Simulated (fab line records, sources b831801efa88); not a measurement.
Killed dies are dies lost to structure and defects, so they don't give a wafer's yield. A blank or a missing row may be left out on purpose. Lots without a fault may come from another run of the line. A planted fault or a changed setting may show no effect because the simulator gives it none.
Chamber matching | flow sky130 | SKY_VIA1_CMP_02 on cmp-01: 4 sister chambers
The step polishes SiO2. 4 wafers are shown with their chamber, then 11 later ones without.

WAFERS WITH THEIR CHAMBER
wafer  | chamber | motor_current_A (A)
L166.5 | 1       | 10.9
L167.2 | 2       | 15.2
L167.5 | 3       | 13.5
L168.1 | 0       | 10.3

WAFERS WITHOUT THEIR CHAMBER
wafer  | motor_current_A (A)
L168.3 | 10.7
L168.4 | 12.8
L177.2 | 10.7
L177.4 | 13.0
L177.6 | 11.2
L180.2 | 10.0
L180.4 | 13.6
L180.5 | 10.7
L181.1 | 14.5
L181.3 | 13.1
L181.6 | 12.6

WHICH CHAMBER EACH WENT THROUGH
wafer  | from the rows above     | in truth
L168.3 | can't be placed: 1 or 0 | 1
L168.4 | 3                       | 3
L177.2 | can't be placed: 1 or 0 | 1
L177.4 | 3                       | 3
L177.6 | can't be placed: 1 or 0 | 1
L180.2 | can't be placed: 0 or 1 | 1
L180.4 | 3                       | 3
L180.5 | can't be placed: 1 or 0 | 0
L181.1 | can't be placed: 2 or 3 | 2
L181.3 | 3                       | 3
L181.6 | can't be placed: 3 or 1 | 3
Placed correctly: 4 of 11. Can't be placed from these rows: 7 (the true chamber is among the candidates in 7). Placed wrongly: 0.
How it was worked out, from the rows above alone: a wafer's distance from a chamber is the root of the sum, over the readings, of the square of ((its reading less the chamber's mean) divided by the reading's scatter). The wafer belongs to the nearest chamber; if the next one is less than 2 further off, it can't be placed. A chamber's mean is the mean of its shown wafers. The scatter: with one shown wafer a chamber, the root of the mean of the squares of how far each hidden wafer lies from its nearest shown one.
